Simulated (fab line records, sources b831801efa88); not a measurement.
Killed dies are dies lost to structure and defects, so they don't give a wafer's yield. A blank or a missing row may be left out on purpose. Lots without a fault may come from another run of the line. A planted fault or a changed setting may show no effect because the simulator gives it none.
fab line records | flow sky130
record lots=7 wafers=21 last_day=50
route steps=708 shown LDD_N@239 LDD_P@255 LDD_HVN@267 LDD_HVP@278 PAD_OPEN@708
lots that met no fault: from a run of the same line without faults
start_h: hours from the record's first day to the start of the lot's first wafer shown | wait_h: hours since the lot's step before | " the same as in the row above | L1.1+2: a row that stands for several wafers | - no value, or no start given | * or withheld: withheld | < > ~ a bound
route shown NAME@n: a module of which the file shows steps, and the number in the route of the first | usual: mean/standard deviation of fault-free wafers | same: alike in all rows | chamber/n: place in a boat | sites: the reading at each site | _std_site: their standard deviation | _edge_site: outer sites' mean less inner sites' | radius_mm: how far each site lies from the wafer's centre | mask NAME#n: copy n | behind: the tool/chamber that last shaped the wafer | hold: why the lot was held/for how many hours/how that ended | device: the transistor (n, p or np) that didn't switch | end of line: the same wafers' tests at the end of the route | a step without rows: its recipe alone | killed: dies lost to structure and defects at the first sort, not the wafer's yield | map: a wafer's dies, x killed, . not, _ none there
set.NAME: the setting as run; set.NAME@STEP: as run at that earlier step | model.NAME: the simulator's own value behind a step, which no gauge read
lots at some steps of the route; a table a step, a row a wafer
services: from which hour (start_h, from the record's first day; less than 0 if before it) a tool's chamber was out of use, for how many hours, and why
## steps
# step SKY_LDD_N_COAT_02
# recipe resist=NOVOLAK spin_rpm=3000 resist_thk_nm=300
# step SKY_LDD_N_SOFTBAKE_03
# recipe temp_c=90 time_s=60 resist=NOVOLAK
# step SKY_LDD_N_EXPOSE_04
# recipe mask_id=NTM target_cd_nm=840 na=0.6 source_shape=conventional sigma_outer=0.6 dose_mj=110
# step SKY_LDD_N_PEB_05
# recipe temp_c=withheld time_s=* resist=NOVOLAK
# step SKY_LDD_N_DEVELOP_06
# recipe develop_time_s=60 dev_temp_c=23
# step SKY_LDD_N_OVL_MEAS_07
# usual LDD_N_OVL=-1.2/1.3
# columns lot.wafer tool chamber start_h wait_h LDD_N_OVL[nm]
L382.3 overlay-01 - 426.59 0.1 1.2
L382.4 " - " " -2.7
L382.5 " - " " -0.6
L387.1 overlay-01 - 488.48 0.1 -2.7
L387.3 " - " " -2.2
L387.6 " - " " -2.5
L389.2 overlay-01 - 492.66 0.1 -1.1
L389.3 " - " " -0.9
L389.4 " - " " -0.6
L397.1 overlay-02 - 542.56 0.1 0.5
L397.2 " - " " -1.2
L397.6 " - " " -0.4
L398.1 overlay-02 - 559.51 0.1 -0.6
L398.4 " - " " -2.3
L398.5 " - " " -2.2
L399.1 overlay-01 - 567.61 0.1 -1.4
L399.2 " - " " -0.5
L399.4 " - " " -0.6
L402.1 overlay-02 - 589.58 0.1 -2.6
L402.4 " - " " 0.4
L402.6 " - " " -1.6
# step SKY_LDD_N_IMPLANT_08
# recipe species=As energy_kev=20 dose_cm2=7.5e+13 tilt_deg=withheld rotation_deg=23
# step SKY_LDD_N_IMPLANT_09
# recipe species=As energy_kev=20 dose_cm2=7.5e+13 tilt_deg=withheld rotation_deg=113
# step SKY_LDD_N_IMPLANT_10
# recipe species=As energy_kev=20 dose_cm2=7.5e+13 tilt_deg=withheld rotation_deg=203
# step SKY_LDD_N_IMPLANT_11
# recipe species=As energy_kev=20 dose_cm2=7.5e+13 tilt_deg=withheld rotation_deg=293
# step SKY_LDD_N_IMPLANT_12
# recipe species=BF2 energy_kev=50.67 dose_cm2=5e+12 tilt_deg=30 rotation_deg=0
# step SKY_LDD_N_IMPLANT_13
# recipe species=BF2 energy_kev=50 dose_cm2=5e+12 tilt_deg=30 rotation_deg=90
# step SKY_LDD_N_IMPLANT_14
# recipe species=BF2 energy_kev=50 dose_cm2=5e+12 tilt_deg=30 rotation_deg=180
# columns lot.wafer tool chamber start_h wait_h
L382.3+4+5 implanter-03 0 427.56 0.1
L387.1+3+6 implanter-01 0 489.42 0.1
L389.2+3+4 implanter-02 0 493.62 0.1
L397.1+2+6 implanter-03 0 543.49 0.1
L398.1+4+5 implanter-03 0 560.44 0.1
L399.1+2+4 implanter-03 0 568.54 0.1
L402.1+4+6 implanter-02 0 590.51 0.1
# step SKY_LDD_N_IMPLANT_15
# recipe species=BF2 energy_kev=50 dose_cm2=5e+12 tilt_deg=30 rotation_deg=270
# step SKY_LDD_N_STRIP_16
# recipe chemistry=O2/N2 power_w=1400 pressure_mtorr=1500 platen_temp_c=withheld o2_flow_sccm=3000 n2_flow_sccm=300 overash_fraction=0.5
# usual drypump_motor_current_A=5.9/0.36 n2_flow_sccm=300.0/0.84 o2_flow_sccm=2999/9.1 oes_product_au=0.406/0.0042 strip_time_to_endpoint_s=4.313/0.013
# columns lot.wafer tool chamber start_h wait_h drypump_motor_current_A n2_flow_sccm o2_flow_sccm oes_product_au rf_hours_counter_h strip_time_to_endpoint_s
L382.3 plasma_asher-01 1 427.84 0.1 6.2 299.3 2988 0.406 - 4.328
L382.4 " 0 " " 5.5 298.3 2993 0.403 - 4.294
L382.5 " 1 " " 6.2 299.3 2994 0.418 - 4.318
L387.1 plasma_asher-02 0 489.72 0.1 5.6 298.8 2999 0.408 6 4.328
L387.3 " 1 " " 5.6 299.5 2997 0.402 - 4.322
L387.6 " 1 " " 5.6 298.8 2993 0.410 - 4.327
L389.2 plasma_asher-02 1 493.89 0.1 5.6 299.8 3006 0.396 6 4.312
L389.3 " 1 " " 5.5 300.6 2996 0.409 - 4.321
L389.4 " 0 " " 5.6 299.8 3000 0.409 - 4.304
L397.1 plasma_asher-02 0 543.79 0.1 5.6 300.3 2996 0.409 11 4.323
L397.2 " 1 " " 5.6 299.4 2991 0.403 11 4.320
L397.6 " 1 " " 5.6 300.4 2988 0.405 - 4.329
L398.1 plasma_asher-01 1 560.74 0.1 6.2 298.0 2991 0.410 42 4.309
L398.4 " 0 " " 5.5 300.7 2995 0.406 - 4.326
L398.5 " 0 " " 5.5 301.4 2994 0.402 - 4.326
L399.1 plasma_asher-01 0 568.84 0.1 5.5 298.9 3010 0.413 44 4.291
L399.2 " 1 " " 6.2 299.4 2996 0.405 44 4.309
L399.4 " 0 " " 5.5 298.9 3026 0.411 - 4.333
L402.1 plasma_asher-01 1 590.81 0.1 6.2 298.9 3020 0.409 46 4.316
L402.4 " 1 " " 6.2 299.2 3008 0.409 - 4.308
L402.6 " 0 " " 5.5 299.6 2980 0.400 - 4.319
# step SKY_LDD_N_TW_MEAS_17
# usual LDD_N_TW=2596/23
# columns lot.wafer tool chamber start_h wait_h LDD_N_TW
L382.3 film_metro-02 - 427.93 0.1 2631
L382.4 " - " " 2626
L382.5 " - " " 2616
L387.1 film_metro-02 - 489.82 0.1 2617
L387.3 " - " " 2606
L387.6 " - " " 2617
L389.2 film_metro-01 - 494.00 0.1 2591
L389.3 " - " " 2608
L389.4 " - " " 2605
L397.1 film_metro-01 - 543.89 0.1 2605
L397.2 " - " " 2594
L397.6 " - " " 2589
L398.1 film_metro-03 - 560.84 0.1 2581
L398.4 " - " " 2572
L398.5 " - " " 2569
L399.1 film_metro-03 - 568.94 0.1 2569
L399.2 " - " " 2584
L399.4 " - " " 2575
L402.1 film_metro-03 - 590.91 0.1 2578
L402.4 " - " " 2575
L402.6 " - " " 2563
# step SKY_LDD_P_DEHYDRATE_00
# recipe temp_c=200 time_s=60
# step SKY_LDD_P_HMDS_01
# recipe prime_time_s=60 prime_temp_c=120
# step SKY_LDD_P_COAT_02
# recipe resist=NOVOLAK spin_rpm=3000 resist_thk_nm=1140
# step SKY_LDD_P_SOFTBAKE_03
# recipe temp_c=90 time_s=60 resist=NOVOLAK
# step SKY_LDD_P_EXPOSE_04
# recipe mask_id=PSDM na=0.6 source_shape=conventional sigma_outer=0.6 polarization=unpolarized target_cd_nm=380 dose_mj=138
# step SKY_LDD_P_PEB_05
# recipe temp_c=withheld time_s=* resist=NOVOLAK
# step SKY_LDD_P_DEVELOP_06
# recipe resist=NOVOLAK developer=TMAH develop_time_s=60 dev_temp_c=23
# step SKY_LDD_P_CD_MEAS_07
# recipe target_cd_nm=380
# usual cd_nm=379.8/2.3
# columns lot.wafer tool chamber start_h wait_h cd_nm
L382.3 cd_sem-02 - 459.32 0.1 383.5
L382.4 " - " " 383.5
L382.5 " - " " 381.4
L387.1 cd_sem-01 - 520.51 0.1 378.8
L387.3 " - " " 379.0
L387.6 " - " " 379.6
L389.2 cd_sem-01 - 524.32 0.2 376.3
L389.3 " - " " 378.7
L389.4 " - " " 378.6
L397.1 cd_sem-02 - 573.06 0.1 382.6
L397.2 " - " " 379.1
L397.6 " - " " 379.8
L398.1 cd_sem-02 - 590.48 0.1 377.2
L398.4 " - " " 381.4
L398.5 " - " " 377.7
L399.1 cd_sem-01 - 598.21 0.1 376.9
L399.2 " - " " 378.2
L399.4 " - " " 375.4
L402.1 cd_sem-01 - 619.16 0.1 378.9
L402.4 " - " " 381.3
L402.6 " - " " 379.0
# step SKY_LDD_P_OVL_MEAS_08
# usual LDD_P_OVL=1.0/1.3
# columns lot.wafer tool chamber start_h wait_h LDD_P_OVL[nm]
L382.3 overlay-01 - 459.41 0.1 -0.9
L382.4 " - " " 2.4
L382.5 " - " " 1.5
L387.1 overlay-01 - 520.63 0.1 1.6
L387.3 " - " " 3.2
L387.6 " - " " 2.4
L389.2 overlay-02 - 524.43 0.1 0.8
L389.3 " - " " 1.5
L389.4 " - " " 2.2
L397.1 overlay-01 - 573.18 0.1 2.1
L397.2 " - " " 2.3
L397.6 " - " " 2.2
L398.1 overlay-02 - 590.60 0.1 0.3
L398.4 " - " " 1.7
L398.5 " - " " -0.9
L399.1 overlay-01 - 598.33 0.1 1.5
L399.2 " - " " 3.3
L399.4 " - " " 0.7
L402.1 overlay-02 - 619.28 0.1 1.4
L402.4 " - " " 0.9
L402.6 " - " " 0.4
# step SKY_LDD_P_IMPLANT_09
# recipe species=BF2 energy_kev=25 dose_cm2=1e+13 tilt_deg=withheld
# step SKY_LDD_P_STRIP_10
# recipe chemistry=O2/N2 power_w=1400 pressure_mtorr=1500 platen_temp_c=withheld o2_flow_sccm=3000 n2_flow_sccm=300 overash_fraction=0.5
# usual drypump_motor_current_A=5.8/0.37 n2_flow_sccm=300.0/0.95 o2_flow_sccm=2999/9.5 oes_product_au=0.715/0.004 strip_time_to_endpoint_s=14.18/0.04
# columns lot.wafer tool chamber start_h wait_h drypump_motor_current_A n2_flow_sccm o2_flow_sccm oes_product_au rf_hours_counter_h strip_time_to_endpoint_s
L382.3 plasma_asher-04 1 459.62 0.1 5.4 300.3 2997 0.703 - 14.18
L382.4 " 0 " " 6.1 297.8 3005 0.708 - 14.16
L382.5 " 0 " " 6.1 300.3 3022 0.720 - 14.16
L387.1 plasma_asher-03 1 520.81 0.1 6.1 298.9 3024 0.715 72 14.20
L387.3 " 1 " " 6.0 298.9 3000 0.714 - 14.20
L387.6 " 1 " " 6.0 298.5 3012 0.721 - 14.17
L389.2 plasma_asher-02 1 524.61 0.1 5.6 300.2 2991 0.720 9 14.18
L389.3 " 0 " " 5.6 299.4 3011 0.715 - 14.18
L389.4 " 1 " " 5.6 300.2 3002 0.714 - 14.16
L397.1 plasma_asher-04 0 573.36 0.1 6.1 301.0 3007 0.715 90 14.24
L397.2 " 1 " " 5.3 300.0 2983 0.715 90 14.23
L397.6 " 0 " " 6.1 300.0 3008 0.723 - 14.25
L398.1 plasma_asher-03 0 590.78 0.1 6.5 300.8 3006 0.715 78 14.18
L398.4 " 0 " " 6.5 300.3 3011 0.716 - 14.20
L398.5 " 1 " " 6.0 299.4 2994 0.714 - 14.23
L399.1 plasma_asher-03 1 598.51 0.1 6.1 300.0 3013 0.713 79 14.17
L399.2 " 0 " " 6.5 300.4 3008 0.718 79 14.15
L399.4 " 1 " " 6.0 301.3 3010 0.707 - 14.14
L402.1 plasma_asher-04 0 619.46 0.1 6.1 301.2 2993 0.712 94 14.22
L402.4 " 0 " " 6.1 300.6 2993 0.713 - 14.25
L402.6 " 0 " " 6.1 300.5 2978 0.715 - 14.25
# step SKY_LDD_P_TW_MEAS_11
# usual LDD_P_TW=639/3.7
# columns lot.wafer tool chamber start_h wait_h LDD_P_TW
L382.3 film_metro-02 - 459.71 0.1 646
L382.4 " - " " 647
L382.5 " - " " 644
L387.1 film_metro-04 - 520.91 0.1 646
L387.3 " - " " 641
L387.6 " - " " 642
L389.2 film_metro-01 - 524.72 0.1 642
L389.3 " - " " 642
L389.4 " - " " 638
L397.1 film_metro-01 - 573.46 0.1 640
L397.2 " - " " 640
L397.6 " - " " 640
L398.1 film_metro-04 - 590.88 0.1 635
L398.4 " - " " 635
L398.5 " - " " 634
L399.1 film_metro-02 - 598.61 0.1 643
L399.2 " - " " 641
L399.4 " - " " 640
L402.1 film_metro-01 - 619.56 0.1 633
L402.4 " - " " 634
L402.6 " - " " 633
# step SKY_LDD_HVN_DEHYDRATE_00
# recipe temp_c=200 time_s=60
# step SKY_LDD_HVN_HMDS_01
# recipe prime_time_s=60 prime_temp_c=120
# step SKY_LDD_HVN_COAT_02
# recipe resist=NOVOLAK spin_rpm=3000 resist_thk_nm=300
# step SKY_LDD_HVN_SOFTBAKE_03
# recipe temp_c=90 time_s=60 resist=NOVOLAK
# step SKY_LDD_HVN_EXPOSE_04
# recipe mask_id=HVNTM na=0.6 source_shape=conventional sigma_outer=0.6 polarization=unpolarized target_cd_nm=700 dose_mj=127
# step SKY_LDD_HVN_PEB_05
# recipe temp_c=withheld time_s=* resist=NOVOLAK
# step SKY_LDD_HVN_DEVELOP_06
# recipe resist=NOVOLAK developer=TMAH develop_time_s=60 dev_temp_c=23
# step SKY_LDD_HVN_OVL_MEAS_07
# usual LDD_HVN_OVL=1.3/1.5
# columns lot.wafer tool chamber start_h wait_h LDD_HVN_OVL[nm]
L382.3 overlay-02 - 489.99 0.1 1.3
L382.4 " - " " 0.1
L382.5 " - " " 0.3
L387.1 overlay-01 - 550.66 0.1 0.4
L387.3 " - " " 1.0
L387.6 " - " " 1.0
L389.2 overlay-01 - 554.41 0.1 1.4
L389.3 " - " " 3.5
L389.4 " - " " 4.0
L397.1 overlay-02 - 602.36 0.1 2.0
L397.2 " - " " 2.3
L397.6 " - " " 1.7
L398.1 overlay-01 - 619.41 0.1 0.8
L398.4 " - " " 2.4
L398.5 " - " " 0.4
L399.1 overlay-02 - 626.07 0.1 1.6
L399.2 " - " " 2.3
L399.4 " - " " 1.6
L402.1 overlay-02 - 648.91 0.1 -0.5
L402.4 " - " " -0.1
L402.6 " - " " 0.3
# step SKY_LDD_HVN_IMPLANT_08
# recipe species=P energy_kev=59 dose_cm2=3e+13 tilt_deg=40
# step SKY_LDD_HVN_STRIP_09
# recipe chemistry=O2/N2 power_w=1400 pressure_mtorr=1500 platen_temp_c=withheld o2_flow_sccm=3000 n2_flow_sccm=300 overash_fraction=0.5
# usual drypump_motor_current_A=5.7/0.31 n2_flow_sccm=300.0/0.88 o2_flow_sccm=3000/9.8 oes_product_au=0.408/0.0044 strip_time_to_endpoint_s=4.135/0.014
# columns lot.wafer tool chamber start_h wait_h drypump_motor_current_A n2_flow_sccm o2_flow_sccm oes_product_au rf_hours_counter_h strip_time_to_endpoint_s
L382.3 plasma_asher-02 1 490.19 0.1 5.6 300.9 3006 0.403 - 4.125
L382.4 " 0 " " 5.6 300.9 2999 0.407 - 4.142
L382.5 " 1 " " 5.6 299.9 2998 0.411 - 4.153
L387.1 plasma_asher-04 1 550.84 0.1 5.3 300.0 2995 0.407 87 4.116
L387.3 " 1 " " 5.3 301.2 2989 0.403 - 4.112
L387.6 " 1 " " 5.4 299.4 3005 0.402 - 4.120
L389.2 plasma_asher-01 1 554.59 0.1 6.2 299.1 2993 0.405 42 4.119
L389.3 " 0 " " 5.5 298.8 2994 0.409 - 4.137
L389.4 " 1 " " 6.2 299.3 3008 0.401 - 4.135
L397.1 plasma_asher-02 1 602.54 0.1 5.6 299.0 2994 0.408 17 4.157
L397.2 " 0 " " 5.6 300.1 2993 0.409 17 4.136
L397.6 " 0 " " 5.6 300.8 2989 0.407 - 4.125
L398.1 plasma_asher-01 0 619.59 0.1 5.5 299.5 2994 0.401 48 4.146
L398.4 " 0 " " 5.5 300.6 3008 0.416 - 4.156
L398.5 " 1 " " 6.2 299.4 2996 0.409 - 4.130
L399.1 plasma_asher-01 0 626.26 0.1 5.5 299.8 2987 0.413 49 4.108
L399.2 " 1 " " 6.2 300.4 2995 0.406 49 4.132
L399.4 " 1 " " 6.2 302.4 3004 0.410 - 4.131
L402.1 plasma_asher-02 1 649.09 0.1 5.6 300.1 3010 0.411 22 4.155
L402.4 " 1 " " 5.6 300.3 3000 0.410 - 4.165
L402.6 " 0 " " 5.6 300.6 3001 0.401 - 4.147
# step SKY_LDD_HVN_TW_MEAS_10
# usual LDD_HVN_TW=1432/8.6
# columns lot.wafer tool chamber start_h wait_h LDD_HVN_TW
L382.3 film_metro-04 - 490.28 0.1 1446
L382.4 " - " " 1437
L382.5 " - " " 1436
L387.1 film_metro-03 - 550.94 0.1 1427
L387.3 " - " " 1427
L387.6 " - " " 1430
L389.2 film_metro-04 - 554.70 0.1 1434
L389.3 " - " " 1429
L389.4 " - " " 1434
L397.1 film_metro-04 - 602.64 0.1 1446
L397.2 " - " " 1444
L397.6 " - " " 1442
L398.1 film_metro-04 - 619.69 0.1 1447
L398.4 " - " " 1443
L398.5 " - " " 1443
L399.1 film_metro-03 - 626.36 0.1 1428
L399.2 " - " " 1424
L399.4 " - " " 1433
L402.1 film_metro-03 - 649.19 0.1 1421
L402.4 " - " " 1416
L402.6 " - " " 1426
# step SKY_LDD_HVP_DEHYDRATE_00
# recipe temp_c=200 time_s=60
# step SKY_LDD_HVP_HMDS_01
# recipe prime_time_s=60 prime_temp_c=120
# step SKY_LDD_HVP_COAT_02
# recipe resist=NOVOLAK spin_rpm=3000 resist_thk_nm=300
# step SKY_PAD_OPEN_PROBE_99
# usual killed_at_M0_to_M3=44/6.8 killed_at_M4_up=3.1/1.8 killed_at_contacts=25/5.2 killed_at_front_end=15/4.1 killed_at_other=0.3/0.62 killed_dies=88/9.4 killed_open=48/7.1 killed_short=40/6.1
# same gross_dies=492 killed_at_back_side=0
# columns lot.wafer tool chamber start_h wait_h killed_at_M0_to_M3 killed_at_M4_up killed_at_contacts killed_at_front_end killed_at_other killed_dies killed_open killed_short model.etest.diode_nwell_sub.leak_log10_a_cm2 model.etest.diode_dnwell_sub.leak_log10_a_cm2 model.etest.diode_pwell_dnwell.leak_log10_a_cm2 model.etest.diode_ndiff_pwell_hv.leak_log10_a_cm2 model.etest.diode_ndiff_pwell.leak_log10_a_cm2 model.etest.diode_pdiff_nwell_hv.leak_log10_a_cm2 model.etest.diode_pdiff_nwell.leak_log10_a_cm2 model.etest.nfet_16v.off_log10_a_um
L382.3 prober-01 - 1090.48 0.2 39 2 26 18 0 85 39 44 -6.988 -7.594 -7.709 -6.543 -7.075 -6.786 -7.197 -13.9
L382.4 prober-01 - 1090.53 0.2 42 3 29 19 0 93 53 40 -7.186 -7.563 -7.535 -6.433 -7.221 -6.629 -7.222 -13.73
L382.5 prober-01 - 1090.58 0.2 43 1 14 13 1 72 34 38 -7.468 -7.637 -7.387 -6.606 -7.048 -6.692 -7.343 -13.86
L387.1 prober-02 - 1130.83 0.1 47 3 23 8 0 81 45 36 -7.502 -7.455 -7.627 -6.712 -7.306 -6.919 -7.26 -13.79
L387.3 prober-02 - 1130.93 0.2 49 1 27 13 0 90 58 32 -7.114 -7.014 -7.438 -6.676 -7.16 -6.559 -7.096 -13.88
L387.6 prober-02 - 1131.08 0.2 46 2 33 10 3 94 50 44 -7.295 -7.261 -7.696 -6.696 -7.259 -6.676 -7.372 -13.87
L389.2 prober-01 - 1132.38 0.1 66 3 17 17 1 104 59 45 -7.342 -7.455 -7.605 -6.619 -7.441 -6.621 -7.411 -13.78
L389.3 prober-01 - 1132.43 0.2 49 6 20 23 0 98 49 49 -7.414 -7.218 -7.654 -6.597 -7.096 -6.772 -7.365 -13.81
L389.4 prober-01 - 1132.48 0.2 43 5 21 21 0 90 48 42 -7.343 -7.311 -7.513 -6.683 -7.36 -6.59 -7.247 -13.76
L397.1 prober-02 - 1165.38 0.1 62 3 23 16 0 104 54 50 -5.956 -6.265 -6.753 -6.113 -6.716 -6.054 -6.704 -13.51
L397.2 prober-02 - 1165.43 0.1 35 3 27 17 0 82 38 44 -6.306 -6.049 -6.736 -6.211 -6.838 -6.143 -6.732 -13.36
L397.6 prober-02 - 1165.63 0.2 56 1 22 19 0 98 53 45 -6.264 -6.168 -6.475 -6.004 -6.84 -6.063 -6.987 -13.41
L398.1 prober-01 - 1175.90 0.1 49 1 24 14 1 89 48 41 -6.014 -6.247 -6.58 -6.32 -6.807 -6.084 -6.455 -13.16
L398.4 prober-01 - 1176.05 0.2 45 4 20 11 2 82 39 43 -6.177 -6.391 -6.884 -5.992 -6.724 -6.092 -6.53 -13.43
L398.5 prober-01 - 1176.10 0.2 53 6 22 18 0 99 53 46 -6.179 -6.207 -6.479 -5.769 -6.737 -5.933 -6.715 -13.5
L399.1 prober-02 - 1183.33 0.1 52 3 19 14 1 89 38 51 -6.316 -6.644 -6.781 -6.071 -6.61 -5.865 -6.696 -13.53
L399.2 prober-02 - 1183.38 0.1 41 4 33 11 1 90 50 40 -6.256 -5.933 -6.58 -6.221 -6.846 -5.95 -6.59 -13.28
L399.4 prober-02 - 1183.48 0.2 43 3 20 13 0 79 44 35 -5.997 -6.039 -6.747 -5.983 -6.875 -6.135 -6.656 -13.37
L402.1 prober-01 - 1192.00 0.1 47 2 18 15 1 83 49 33 -7.436 -7.199 -7.525 -6.675 -6.925 -6.547 -7.147 -13.82
L402.4 prober-01 - 1192.15 0.2 43 3 30 19 1 96 56 40 -7.49 -7.158 -7.5 -6.772 -7.255 -6.622 -7.339 -13.8
L402.6 prober-01 - 1192.25 0.2 45 3 26 15 1 90 57 32 -7.431 -7.154 -7.31 -6.911 -7.162 -6.813 -7.471 -13.88
# killed by level:class
L382.3 METAL1:geometric_particle:short=11 LI_CONTACT:geometric_particle:open=8 CONTACT:geometric_particle:open=8 VIA1:geometric_particle:open=8 VIA1:geometric_particle:short=5 VIA3:geometric_particle:open=5 FIELD_ISO:geometric_particle:short=4 POLY_GATE:geometric_particle:short=4
L382.4 CONTACT:geometric_particle:short=11 VIA1:geometric_particle:open=10 POLY_GATE:geometric_particle:open=8 LI_CONTACT:geometric_particle:open=8 CONTACT:geometric_particle:open=7 METAL1:geometric_particle:short=7 VIA3:geometric_particle:open=7 VIA2:geometric_particle:open=6
L382.5 METAL1:geometric_particle:short=9 VIA1:geometric_particle:open=6 METAL2:geometric_particle:short=6 VIA2:geometric_particle:open=6 POLY_GATE:geometric_particle:short=5 CONTACT:geometric_particle:open=5 VIA3:geometric_particle:open=5 VIA2:geometric_particle:short=5
L387.1 VIA1:geometric_particle:open=16 LI_CONTACT:geometric_particle:open=7 CONTACT:geometric_particle:open=7 METAL2:geometric_particle:short=7 VIA2:geometric_particle:open=7 VIA1:geometric_particle:short=5 CONTACT:geometric_particle:short=4 VIA3:geometric_particle:open=4
L387.3 VIA1:geometric_particle:open=15 CONTACT:geometric_particle:open=13 VIA2:geometric_particle:open=12 VIA1:geometric_particle:short=7 CONTACT:geometric_particle:short=6 LI_CONTACT:geometric_particle:open=5 FIELD_ISO:geometric_particle:open=4 METAL1:geometric_particle:short=4
L387.6 CONTACT:geometric_particle:open=10 VIA1:geometric_particle:open=10 VIA2:geometric_particle:open=9 CONTACT:geometric_particle:short=9 METAL2:geometric_particle:short=7 LI_CONTACT:geometric_particle:open=6 METAL1:geometric_particle:short=5 VIA1:geometric_particle:short=5
L389.2 VIA1:geometric_particle:open=17 METAL1:geometric_particle:short=10 VIA3:geometric_particle:open=9 VIA2:geometric_particle:open=7 CONTACT:geometric_particle:open=6 POLY_GATE:geometric_particle:short=4 METAL2:geometric_particle:open=4 CONTACT:geometric_particle:short=4
L389.3 VIA1:geometric_particle:open=11 FIELD_ISO:geometric_particle:short=9 VIA3:geometric_particle:open=8 CONTACT:geometric_particle:open=7 METAL1:geometric_particle:short=7 VIA2:geometric_particle:open=6 VIA2:geometric_particle:short=6 FIELD_ISO:geometric_particle:open=5
L389.4 VIA1:geometric_particle:open=12 CONTACT:geometric_particle:open=8 VIA1:geometric_particle:short=6 VIA2:geometric_particle:open=6 POLY_GATE:geometric_particle:short=5 FIELD_ISO:geometric_particle:open=4 LI_CONTACT:geometric_particle:open=4 LOCAL_INTERCONNECT:geometric_particle:short=4
L397.1 CONTACT:geometric_particle:open=15 VIA1:geometric_particle:open=14 METAL1:geometric_particle:short=10 VIA1:geometric_particle:short=8 VIA3:geometric_particle:open=8 POLY_GATE:geometric_particle:short=6 VIA2:geometric_particle:open=6 METAL3:geometric_particle:short=6
L397.2 LI_CONTACT:geometric_particle:open=8 CONTACT:geometric_particle:open=8 VIA1:geometric_particle:open=8 METAL1:geometric_particle:short=7 LOCAL_INTERCONNECT:geometric_particle:short=6 POLY_GATE:geometric_particle:open=4 POLY_GATE:geometric_particle:short=4 METAL2:geometric_particle:short=4
L397.6 VIA1:geometric_particle:open=16 METAL2:geometric_particle:short=8 VIA1:geometric_particle:short=7 VIA2:geometric_particle:open=7 VIA3:geometric_particle:open=7 LI_CONTACT:geometric_particle:short=6 LI_CONTACT:geometric_particle:open=6 CONTACT:geometric_particle:open=5
L398.1 VIA1:geometric_particle:open=13 LI_CONTACT:geometric_particle:open=7 CONTACT:geometric_particle:open=6 VIA2:geometric_particle:open=6 LOCAL_INTERCONNECT:geometric_particle:short=5 METAL1:geometric_particle:short=5 VIA1:geometric_particle:short=5 VIA3:geometric_particle:open=5
L398.4 METAL1:geometric_particle:short=10 VIA2:geometric_particle:open=7 LI_CONTACT:geometric_particle:open=6 VIA1:geometric_particle:open=6 VIA3:geometric_particle:open=6 VIA1:geometric_particle:short=5 POLY_GATE:geometric_particle:short=4 CONTACT:geometric_particle:open=4
L398.5 VIA1:geometric_particle:open=10 CONTACT:geometric_particle:open=9 METAL1:geometric_particle:short=9 VIA2:geometric_particle:open=8 VIA3:geometric_particle:open=6 VIA1:geometric_particle:short=5 METAL2:geometric_particle:short=5 FIELD_ISO:geometric_particle:open=4
L399.1 VIA2:geometric_particle:short=10 VIA2:geometric_particle:open=10 METAL1:geometric_particle:short=7 VIA1:geometric_particle:open=7 VIA3:geometric_particle:open=6 LOCAL_INTERCONNECT:geometric_particle:short=5 CONTACT:geometric_particle:short=5 POLY_GATE:geometric_particle:short=4
L399.2 VIA1:geometric_particle:open=13 CONTACT:geometric_particle:open=8 LI_CONTACT:geometric_particle:open=8 VIA1:geometric_particle:short=7 LOCAL_INTERCONNECT:geometric_particle:short=6 VIA2:geometric_particle:open=6 CONTACT:geometric_particle:short=5 LI_CONTACT:geometric_particle:short=4
L399.4 VIA1:geometric_particle:open=11 LOCAL_INTERCONNECT:geometric_particle:short=7 LI_CONTACT:geometric_particle:open=6 METAL2:geometric_particle:short=6 VIA2:geometric_particle:open=6 VIA3:geometric_particle:open=5 CONTACT:geometric_particle:open=4 FIELD_ISO:geometric_particle:open=3
L402.1 CONTACT:geometric_particle:open=12 VIA1:geometric_particle:open=12 VIA3:geometric_particle:open=8 VIA1:geometric_particle:short=6 VIA2:geometric_particle:open=6 FIELD_ISO:geometric_particle:open=5 CONTACT:geometric_particle:short=4 METAL2:geometric_particle:short=4
L402.4 CONTACT:geometric_particle:open=12 LI_CONTACT:geometric_particle:open=10 METAL1:geometric_particle:short=8 POLY_GATE:geometric_particle:open=7 VIA3:geometric_particle:open=7 VIA2:geometric_particle:open=7 FIELD_ISO:geometric_particle:short=6 VIA1:geometric_particle:open=5
L402.6 CONTACT:geometric_particle:open=13 VIA3:geometric_particle:open=9 VIA1:geometric_particle:open=8 VIA2:geometric_particle:open=8 LI_CONTACT:geometric_particle:open=6 METAL2:geometric_particle:short=5 FIELD_ISO:geometric_particle:open=4 POLY_GATE:geometric_particle:open=4
## services
# columns tool chamber start_h hours kind
plasma_asher-02 - 421.25 9.0 pm
plasma_asher-02 0 421.25 9.0 vent_cycle
plasma_asher-02 1 421.25 9.0 vent_cycle
plasma_asher-04 - 423.73 0.3 repair
implanter-01 - 425.21 2.0 repair
implanter-03 - 430.03 4.2 repair
plasma_asher-02 0 430.25 - clean
plasma_asher-02 1 430.25 - clean
implanter-01 - 455.17 3.3 repair
plasma_asher-01 - 455.59 0.7 repair
plasma_asher-03 - 465.74 1.2 repair
implanter-02 - 479.38 2.4 repair
implanter-03 - 502.23 4.6 repair
implanter-03 - 536.98 1.1 repair
plasma_asher-03 - 561.76 9.4 repair
implanter-02 - 565.87 3.2 repair
implanter-01 - 612.51 5.4 repair
implanter-02 - 642.12 2.2 repair
implanter-03 - 648.96 1.4 repair
## key
first_sign none at tools or gauges
model_effect step=SKY_PAD_OPEN_PROBE_99 value=etest.diode_nwell_sub.leak_log10_a_cm2 without=-7.281 struck=-6.163
met_at SKY_LDD_N_IMPLANT_14
struck_wafers L397.1,L397.2,L397.6,L398.1,L398.4,L398.5,L399.1,L399.2,L399.4
tester_left_out L397,L398,L399
onset_between 427.56 543.49
fault kind=metallic_contamination_source tool=implanter-03 chamber=- onset_h=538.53 steps=SKY_LDD_N_IMPLANT_14 rate_cm2_per_visit=2.8135e+12 species=metal_fe_cm2
# tester_left_out: of these lots the tester's yield and bins aren't shown, on N5 and GAA mostly nor the transistor test; their killed dies are dies lost to structure and defects alone, not to doping, threshold or leakage, so they don't give the yield
